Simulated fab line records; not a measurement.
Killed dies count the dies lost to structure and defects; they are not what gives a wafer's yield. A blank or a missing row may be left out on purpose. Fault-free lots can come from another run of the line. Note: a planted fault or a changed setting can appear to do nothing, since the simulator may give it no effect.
Which tool is to blame? -- flow sky130 -- 12 lots, 36 wafers sampled, at 5 steps of a route of 708

## WHAT THE GAUGES SHOWED, per wafer
Not one reading of a measure or inspect step in the record can be checked against a usual standard deviation.

## TOOL THAT RAN EACH LOT (tool first, then ch and the chambers of the sampled wafers, then the start)
lot,SKY_METAL3_SPUTTER_01,SKY_METAL3_SPUTTER_03,SKY_METAL3_SPUTTER_04,SKY_METAL5_SPUTTER_00,SKY_PAD_OPEN_PROBE_99
L965,"pvd-sputter-03, day 36 00:20","pvd-sputter-03, day 36 00:24","pvd-sputter-03, day 36 00:25","pvd-sputter-02, day 42 13:08",-
L966,"pvd-sputter-02, day 36 17:29","pvd-sputter-02, day 36 17:33","pvd-sputter-02, day 36 17:34","pvd-sputter-04, day 43 04:45",-
L967,"pvd-sputter-03, day 37 07:32","pvd-sputter-03, day 37 07:35","pvd-sputter-03, day 37 07:37","pvd-sputter-02, day 43 17:47",-
L968,"pvd-sputter-03, day 37 13:28","pvd-sputter-03, day 37 13:31","pvd-sputter-03, day 37 13:32","pvd-sputter-02, day 43 21:54",-
L969,"pvd-sputter-03, day 37 19:17","pvd-sputter-03, day 37 19:21","pvd-sputter-03, day 37 19:22","pvd-sputter-04, day 44 04:59",-
L970,"pvd-sputter-01, day 37 23:01","pvd-sputter-01, day 37 23:04","pvd-sputter-01, day 37 23:05","pvd-sputter-04, day 44 06:56",-
L971,"pvd-sputter-03, day 38 05:23","pvd-sputter-03, day 38 05:27","pvd-sputter-03, day 38 05:28","pvd-sputter-02, day 44 12:53",-
L972,"pvd-sputter-01, day 38 13:41","pvd-sputter-01, day 38 13:45","pvd-sputter-01, day 38 13:46","pvd-sputter-02, day 44 18:49",-
L975,"pvd-sputter-02, day 39 20:19","pvd-sputter-02, day 39 20:22","pvd-sputter-02, day 39 20:23","pvd-sputter-02, day 45 20:34",-
L977,"pvd-sputter-02, day 40 04:55","pvd-sputter-02, day 40 04:59","pvd-sputter-02, day 40 05:00","pvd-sputter-02, day 46 05:19","prober-02, day 48 19:16"
L987,"pvd-sputter-02, day 42 20:37","pvd-sputter-02, day 42 20:40","pvd-sputter-02, day 42 20:41","pvd-sputter-04, day 48 10:55",-
L988,"pvd-sputter-02, day 43 16:58","pvd-sputter-02, day 43 17:02","pvd-sputter-02, day 43 17:03","pvd-sputter-03, day 49 03:19",-
- SKY_METAL3_SPUTTER_01: material TiN, target thk 20 nm, time 16.7 s.
- SKY_METAL3_SPUTTER_03: material Ti, target thk 5 nm, time 3.3 s.
- SKY_METAL3_SPUTTER_04: material TiN, target thk 70 nm, time 58.3 s.
- SKY_METAL5_SPUTTER_00: material Ti, target thk 15 nm, time 10 s.
- SKY_PAD_OPEN_PROBE_99

## WHAT THE TOOLS THEMSELVES READ (means of the sampled wafers that have a number; where no wafer has one, the mark that the record gives instead)
SKY_METAL3_SPUTTER_01. Usual: 29.2 % for throttle-valve-pct, sd 1.5.
lot,tool,throttle-valve-pct (%),flag
L965,pvd-sputter-03,29.0,
L966,pvd-sputter-02,28.8,
L967,pvd-sputter-03,28.9,
L968,pvd-sputter-03,29.9,
L969,pvd-sputter-03,29.9,
L970,pvd-sputter-01,29.9,
L971,pvd-sputter-03,28.2,
L972,pvd-sputter-01,29.8,
L975,pvd-sputter-02,29.7,
L977,pvd-sputter-02,28.9,
L987,pvd-sputter-02,29.3,
L988,pvd-sputter-02,28.8,

SKY_METAL3_SPUTTER_03. Usual: 29.2 % for throttle-valve-pct, sd 1.5.
lot,tool,throttle-valve-pct (%),flag
L965,pvd-sputter-03,29.0,
L966,pvd-sputter-02,28.7,
L967,pvd-sputter-03,28.9,
L968,pvd-sputter-03,30.0,
L969,pvd-sputter-03,29.8,
L970,pvd-sputter-01,29.8,
L971,pvd-sputter-03,28.0,
L972,pvd-sputter-01,29.7,
L975,pvd-sputter-02,29.7,
L977,pvd-sputter-02,28.8,
L987,pvd-sputter-02,29.4,
L988,pvd-sputter-02,28.7,

SKY_METAL3_SPUTTER_04. Usual: 29.2 % for throttle-valve-pct, sd 1.5.
lot,tool,throttle-valve-pct (%),flag
L965,pvd-sputter-03,29.1,
L966,pvd-sputter-02,28.9,
L967,pvd-sputter-03,28.9,
L968,pvd-sputter-03,30.1,
L969,pvd-sputter-03,30.1,
L970,pvd-sputter-01,29.9,
L971,pvd-sputter-03,28.0,
L972,pvd-sputter-01,29.9,
L975,pvd-sputter-02,29.6,
L977,pvd-sputter-02,28.8,
L987,pvd-sputter-02,29.3,
L988,pvd-sputter-02,28.8,

SKY_METAL5_SPUTTER_00. Usual: 29.4 % for throttle-valve-pct, sd 1.5.
lot,tool,throttle-valve-pct (%),flag
L965,pvd-sputter-02,28.4,
L966,pvd-sputter-04,30.1,
L967,pvd-sputter-02,28.8,
L968,pvd-sputter-02,27.0,
L969,pvd-sputter-04,29.4,
L970,pvd-sputter-04,30.3,
L971,pvd-sputter-02,29.3,
L972,pvd-sputter-02,27.7,
L975,pvd-sputter-02,28.3,
L977,pvd-sputter-02,28.8,
L987,pvd-sputter-04,29.7,
L988,pvd-sputter-03,29.7,

SKY_PAD_OPEN_PROBE_99. Usual: defect-limited-yield 82.7 %, standard deviation 2.1; killed_at_M0_to_M3 43, standard deviation 7.2; killed_at_M4_up 3.0, standard deviation 1.7; killed-at-contacts 24, standard deviation 5.3; killed-at-front-end 15, standard deviation 4.6; killed-at-other 0.3, standard deviation 0.5; killed-dies 85, standard deviation 10; killed-on-rim 17, standard deviation 3.8; killed-open 46, standard deviation 7.2; killed-short 39, standard deviation 6.4; sort_bin_3_pad_short 0.9 %, standard deviation 0.42; sort_bin_5_function 10.2 %, standard deviation 1.6; sort_bin_6_memory 6.2 %, standard deviation 1; sort-n-pass 407, standard deviation 10; sort-yield-pct 82.7 %, standard deviation 2.1.
lot,tool,defect-limited-yield (%),killed_at_M0_to_M3,killed_at_M4_up,killed-at-contacts,killed-at-front-end,killed-at-other,killed-dies,killed-on-rim,killed-open,killed-short,sort_bin_3_pad_short (%),sort_bin_5_function (%),sort_bin_6_memory (%),sort-n-pass,sort-yield-pct (%),flag
L977,prober-02,77.5,43,26.3,24,17,0.7,111,19,50,41,2.1,13.8,6.7,381,77.5,OFF

## THE ANSWER, worked out from the rows above alone
Rule: a lot is off if the mean of its wafers that have a number lies more than 3 standard deviations from the usual mean. A lot without any number at a reading at which 4 lots or more have one is off too. All remaining lots with rows at the step are treated as sound. Order of review: gauges by route order, followed by the tools' own readings, for which a lot's mean as printed above is used. At the first step where some lot is off, the reading lying furthest off is the one used; lots without a number count as furthest.
Off: L977, at SKY_PAD_OPEN_PROBE_99 (killed_at_M4_up). Neither off nor sound, because the step has no rows for them: L965, L966, L967, L968, L969, L970, L971, L972, L975, L987, L988.
If a tool, at that step or one of the process steps before it, ran each lot that is off and ran no sound lot following the first of them, it fits. Can't be told from this: 2 tools fit, pvd-sputter-02 at SKY_METAL3_SPUTTER_01 and SKY_METAL3_SPUTTER_03 and SKY_METAL3_SPUTTER_04 and SKY_METAL5_SPUTTER_00, prober-02 at SKY_PAD_OPEN_PROBE_99.

## WHAT THE SIMULATOR HAD PUT IN
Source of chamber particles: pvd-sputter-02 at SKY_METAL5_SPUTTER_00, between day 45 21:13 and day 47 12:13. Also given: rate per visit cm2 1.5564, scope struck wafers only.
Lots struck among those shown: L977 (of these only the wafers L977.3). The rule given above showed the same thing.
